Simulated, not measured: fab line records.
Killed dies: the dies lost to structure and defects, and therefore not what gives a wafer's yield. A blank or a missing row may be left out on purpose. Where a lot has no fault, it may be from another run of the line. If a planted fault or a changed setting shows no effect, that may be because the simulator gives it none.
Which of the tools did it? :: flow gf180mcu :: 40 wafers from 14 lots sampled at 6 of the route's 602 steps

== WHAT EACH GAUGE READ, for each wafer ==
GF_STI_BOW_MEAS_00. Usual: INCOMING_BOW gives 0 um (standard deviation 6.4).
lot: L416
measured: day 1 10:00
on: film-metro-01
INCOMING_BOW (um): 2 3 6
flag: 

lot: L418
measured: day 1 20:01
on: film-metro-04
INCOMING_BOW (um): 4 -3 -5
flag: 

lot: L419
measured: day 2 01:01
on: film-metro-04
INCOMING_BOW (um): -7 -2 8
flag: 

lot: L420
measured: day 2 06:01
on: film-metro-04
INCOMING_BOW (um): -4 3 3
flag: 

lot: L421
measured: day 2 11:01
on: film-metro-04
INCOMING_BOW (um): -10 -6 8
flag: 

lot: L422
measured: day 2 16:01
on: film-metro-02
INCOMING_BOW (um): 2 2 -1
flag: 

lot: L424
measured: day 3 02:00
on: film-metro-02
INCOMING_BOW (um): 2 0
flag: 

lot: L425
measured: day 3 07:01
on: film-metro-02
INCOMING_BOW (um): 2 0
flag: 

lot: L427
measured: day 3 17:01
on: film-metro-04
INCOMING_BOW (um): 4 5 -2
flag: 

lot: L433
measured: day 4 23:01
on: film-metro-02
INCOMING_BOW (um): 10 2 -4
flag: 

lot: L435
measured: day 5 09:00
on: film-metro-02
INCOMING_BOW (um): 8 -9 3
flag: 

lot: L436
measured: day 5 14:00
on: film-metro-04
INCOMING_BOW (um): -7 0 -13
flag: 

lot: L437
measured: day 5 19:00
on: film-metro-04
INCOMING_BOW (um): 1 2 2
flag: 

lot: L439
measured: day 6 05:02
on: film-metro-04
INCOMING_BOW (um): 11 -1 -3
flag: 

GF_STI_CD_MEAS_12: the cd target is 220 nm. Usual: cd-nm reads 220.1 nm (standard deviation 1.2).
lot: L416
measured: day 2 00:40
on: cd-sem-01
cd-nm (nm): 220.5 221.3 221.5
flag: 

lot: L418
measured: day 2 12:20
on: cd-sem-01
cd-nm (nm): 219.4 219.4 221.3
flag: 

lot: L419
measured: day 2 16:38
on: cd-sem-01
cd-nm (nm): 220.8 223.0 222.9
flag: 

lot: L420
measured: day 2 21:47
on: cd-sem-02
cd-nm (nm): 221.3 221.0 220.6
flag: 

lot: L421
measured: day 3 02:24
on: cd-sem-02
cd-nm (nm): 219.1 219.9 219.9
flag: 

lot: L422
measured: day 3 08:26
on: cd-sem-02
cd-nm (nm): 219.3 219.1 217.5
flag: 

lot: L424
measured: day 3 17:28
on: cd-sem-01
cd-nm (nm): 221.4 219.5
flag: 

lot: L425
measured: day 3 23:45
on: cd-sem-01
cd-nm (nm): 220.3 219.7
flag: 

lot: L427
measured: day 4 09:36
on: cd-sem-01
cd-nm (nm): 219.1 220.2 218.1
flag: 

lot: L433
measured: day 5 16:59
on: cd-sem-01
cd-nm (nm): 219.9 221.2 220.4
flag: 

lot: L435
measured: day 6 03:02
on: cd-sem-01
cd-nm (nm): 221.7 221.7 222.0
flag: 

lot: L436
measured: day 6 08:38
on: cd-sem-02
cd-nm (nm): 220.9 221.2 221.8
flag: 

lot: L437
measured: day 6 13:37
on: cd-sem-01
cd-nm (nm): 220.3 220.5 219.4
flag: 

lot: L439
measured: day 7 03:10
on: cd-sem-01
cd-nm (nm): 220.3 218.1 218.9
flag: 

GF_NWELL_OVL_MEAS_07. Usual: NWELL_OVL gives -1.0 nm (standard deviation 1.3).
lot: L416
measured: day 3 06:00
on: overlay-01
NWELL_OVL (nm): -1.2 -0.6 -2.7
flag: 

lot: L418
measured: day 3 19:18
on: overlay-01
NWELL_OVL (nm): -1.2 -2.7 -2.4
flag: 

lot: L419
measured: day 3 23:46
on: overlay-02
NWELL_OVL (nm): -1.4 -1.2 -0.2
flag: 

lot: L420
measured: day 4 04:54
on: overlay-02
NWELL_OVL (nm): 0.8 -1.0 0.2
flag: 

lot: L421
measured: day 4 10:04
on: overlay-02
NWELL_OVL (nm): -0.1 -0.3 -0.6
flag: 

lot: L422
measured: day 4 17:31
on: overlay-02
NWELL_OVL (nm): -1.5 0.0 -0.7
flag: 

lot: L424
measured: day 5 01:48
on: overlay-01
NWELL_OVL (nm): -1.7 -1.7
flag: 

lot: L425
measured: day 5 09:49
on: overlay-01
NWELL_OVL (nm): -0.5 -1.9
flag: 

lot: L427
measured: day 5 18:06
on: overlay-02
NWELL_OVL (nm): -1.6 0.7 -3.2
flag: 

lot: L433
measured: day 7 04:28
on: overlay-01
NWELL_OVL (nm): -2.0 -1.7 -1.7
flag: 

lot: L435
measured: day 7 18:00
on: overlay-02
NWELL_OVL (nm): -1.6 -0.3 -0.2
flag: 

lot: L436
measured: day 7 20:40
on: overlay-01
NWELL_OVL (nm): -1.8 -1.8 -0.7
flag: 

lot: L437
measured: day 8 02:34
on: overlay-01
NWELL_OVL (nm): -2.4 -2.7 -3.6
flag: 

lot: L439
measured: day 8 15:28
on: overlay-01
NWELL_OVL (nm): -1.0 -0.8 -3.5
flag: 

GF_MVSD_TW_MEAS_11. Usual: MVSD_TW gives 1580 (standard deviation 8).
lot: L416
measured: day 4 08:55
on: film-metro-03
MVSD_TW: 1591 1587 1591
flag: 

lot: L418
measured: day 4 22:53
on: film-metro-03
MVSD_TW: 1596 1596 1585
flag: 

lot: L419
measured: day 5 07:59
on: film-metro-02
MVSD_TW: 1575 1576 1574
flag: 

lot: L420
measured: day 5 10:23
on: film-metro-02
MVSD_TW: 1569 1577 1570
flag: 

lot: L421
measured: day 5 15:16
on: film-metro-03
MVSD_TW: 1578 1594 1583
flag: 

lot: L422
measured: day 5 23:28
on: film-metro-03
MVSD_TW: 1583 1577 1574
flag: 

lot: L424
measured: day 6 07:33
on: film-metro-03
MVSD_TW: 1587 1753
flag: OFF

lot: L425
measured: day 6 16:35
on: film-metro-01
MVSD_TW: 1739 1746
flag: OFF

lot: L427
measured: day 7 00:20
on: film-metro-03
MVSD_TW: 1740 1571 1584
flag: OFF

lot: L433
measured: day 8 12:28
on: film-metro-01
MVSD_TW: 1581 1587 1579
flag: 

lot: L435
measured: day 9 03:39
on: film-metro-01
MVSD_TW: 1597 1594 1590
flag: 

lot: L436
measured: day 9 06:27
on: film-metro-01
MVSD_TW: 1582 1583 1589
flag: 

lot: L437
measured: day 9 12:54
on: film-metro-02
MVSD_TW: 1582 1575 1577
flag: 

lot: L439
measured: day 10 02:55
on: film-metro-02
MVSD_TW: 1559 1567 1560
flag: 

GF_VT_IMPLANT_RS_MEAS_46: uses a four-point probe to measure. Usual: MVSD_RS gives 456.9 ohm/sq (standard deviation 1).
lot: L416
measured: day 7 10:37
on: film-metro-02
MVSD_RS (ohm/sq): 455.2 456.7 455.2
flag: 

lot: L418
measured: day 8 04:43
on: film-metro-03
MVSD_RS (ohm/sq): 457.6 457.3 457.0
flag: 

lot: L419
measured: day 8 12:50
on: film-metro-03
MVSD_RS (ohm/sq): 457.6 456.6 457.3
flag: 

lot: L420
measured: day 8 17:01
on: film-metro-01
MVSD_RS (ohm/sq): 455.5 456.6 456.1
flag: 

lot: L421
measured: day 8 21:50
on: film-metro-02
MVSD_RS (ohm/sq): 457.1 457.6 456.2
flag: 

lot: L422
measured: day 9 06:20
on: film-metro-03
MVSD_RS (ohm/sq): 456.6 456.1 456.1
flag: 

lot: L424
measured: day 9 16:47
on: film-metro-02
MVSD_RS (ohm/sq): 457.5 387.3
flag: OFF

lot: L425
measured: day 10 01:34
on: film-metro-01
MVSD_RS (ohm/sq): 387.7 387.3
flag: OFF

lot: L427
measured: day 10 13:35
on: film-metro-01
MVSD_RS (ohm/sq): 387.1 454.4 455.1
flag: OFF

lot: L433
measured: day 12 07:50
on: film-metro-01
MVSD_RS (ohm/sq): 456.8 456.9 457.5
flag: 

lot: L435
measured: day 13 02:22
on: film-metro-03
MVSD_RS (ohm/sq): 456.3 455.8 456.8
flag: 

lot: L436
measured: day 13 04:28
on: film-metro-01
MVSD_RS (ohm/sq): 459.4 457.1 457.8
flag: 

lot: L437
measured: day 13 11:11
on: film-metro-01
MVSD_RS (ohm/sq): 458.0 457.0 458.2
flag: 

lot: L439
measured: day 14 03:35
on: film-metro-03
MVSD_RS (ohm/sq): 457.9 456.5 459.6
flag: 

== WHICH TOOL RAN EACH LOT (tool, then ch and the chambers of the sampled wafers, then the start) ==
lot: L416
GF_MVSD_IMPLANT_08: implanter-03 ch 0, day 4 08:31

lot: L418
GF_MVSD_IMPLANT_08: implanter-04 ch 0, day 4 22:29

lot: L419
GF_MVSD_IMPLANT_08: implanter-02 ch 0, day 5 07:35

lot: L420
GF_MVSD_IMPLANT_08: implanter-04 ch 0, day 5 09:59

lot: L421
GF_MVSD_IMPLANT_08: implanter-03 ch 0, day 5 14:52

lot: L422
GF_MVSD_IMPLANT_08: implanter-03 ch 0, day 5 23:04

lot: L424
GF_MVSD_IMPLANT_08: implanter-04 ch 0, day 6 07:09

lot: L425
GF_MVSD_IMPLANT_08: implanter-04 ch 0, day 6 16:11

lot: L427
GF_MVSD_IMPLANT_08: implanter-04 ch 0, day 6 23:56

lot: L433
GF_MVSD_IMPLANT_08: implanter-02 ch 0, day 8 12:05

lot: L435
GF_MVSD_IMPLANT_08: implanter-04 ch 0, day 9 03:15

lot: L436
GF_MVSD_IMPLANT_08: implanter-03 ch 0, day 9 06:03

lot: L437
GF_MVSD_IMPLANT_08: implanter-02 ch 0, day 9 12:30

lot: L439
GF_MVSD_IMPLANT_08: implanter-04 ch 0, day 10 02:33
- GF_MVSD_IMPLANT_08

== WHAT THE TOOLS THEMSELVES READ (means of the sampled wafers that have a number; where no wafer has one, the mark that the record gives instead) ==
GF_MVSD_IMPLANT_08. Usual: beam-on-s 9.99 s, standard deviation 0.21; dose-ions-cm2 1.5997e+13, standard deviation 1.8e+10; faraday-current-uA 90.3, standard deviation 1.9.
lot: L416
tool: implanter-03
beam-on-s (s): 9.96
dose-ions-cm2: 1.5978e+13
faraday-current-uA: 90.9
flag: 

lot: L418
tool: implanter-04
beam-on-s (s): 9.98
dose-ions-cm2: 1.5994e+13
faraday-current-uA: 90.7
flag: 

lot: L419
tool: implanter-02
beam-on-s (s): 9.97
dose-ions-cm2: 1.5983e+13
faraday-current-uA: 90.6
flag: 

lot: L420
tool: implanter-04
beam-on-s (s): 10.15
dose-ions-cm2: 1.5994e+13
faraday-current-uA: 88.7
flag: 

lot: L421
tool: implanter-03
beam-on-s (s): 9.96
dose-ions-cm2: 1.6003e+13
faraday-current-uA: 90.7
flag: 

lot: L422
tool: implanter-03
beam-on-s (s): 9.90
dose-ions-cm2: 1.6003e+13
faraday-current-uA: 91.1
flag: 

lot: L424
tool: implanter-04
beam-on-s (s): 12.12
dose-ions-cm2: 1.6003e+13
faraday-current-uA: 75.8
flag: OFF

lot: L425
tool: implanter-04
beam-on-s (s): 14.20
dose-ions-cm2: 1.6018e+13
faraday-current-uA: 63.6
flag: OFF

lot: L427
tool: implanter-04
beam-on-s (s): 11.17
dose-ions-cm2: 1.5966e+13
faraday-current-uA: 82.1
flag: OFF

lot: L433
tool: implanter-02
beam-on-s (s): 10.03
dose-ions-cm2: 1.6015e+13
faraday-current-uA: 90.1
flag: 

lot: L435
tool: implanter-04
beam-on-s (s): 9.97
dose-ions-cm2: 1.5988e+13
faraday-current-uA: 90.5
flag: 

lot: L436
tool: implanter-03
beam-on-s (s): 10.16
dose-ions-cm2: 1.6005e+13
faraday-current-uA: 88.8
flag: 

lot: L437
tool: implanter-02
beam-on-s (s): 10.06
dose-ions-cm2: 1.6008e+13
faraday-current-uA: 89.3
flag: 

lot: L439
tool: implanter-04
beam-on-s (s): 9.91
dose-ions-cm2: 1.5995e+13
faraday-current-uA: 90.9
flag: 

== THE ANSWER, worked out from the rows above alone ==
Rule: a lot counts as off when the mean over its wafers that have a number is more than 3 standard deviations away from the usual mean. A lot without any number at a reading at which 4 lots or more have one is off too. The other lots that the step has rows for count as sound. After the gauges, taken in route order, come the tools' own readings; for these a lot's mean is taken, as printed above. At the first step where some lot is off, the reading lying furthest off is the one used; lots without a number count as furthest.
Off: at GF_MVSD_TW_MEAS_11 (MVSD_TW), L424, L425, L427.
If a tool, at a process step before that reading, ran all the lots that are off and no sound lot after the first of them, it fits. Not tried: the gauges at GF_MVSD_TW_MEAS_11; whatever is off there is also off at GF_MVSD_IMPLANT_08, on other tools, and gauge error can't account for it. Of those tried, none fits.

== WHAT THE SIMULATOR HAD INSERTED ==
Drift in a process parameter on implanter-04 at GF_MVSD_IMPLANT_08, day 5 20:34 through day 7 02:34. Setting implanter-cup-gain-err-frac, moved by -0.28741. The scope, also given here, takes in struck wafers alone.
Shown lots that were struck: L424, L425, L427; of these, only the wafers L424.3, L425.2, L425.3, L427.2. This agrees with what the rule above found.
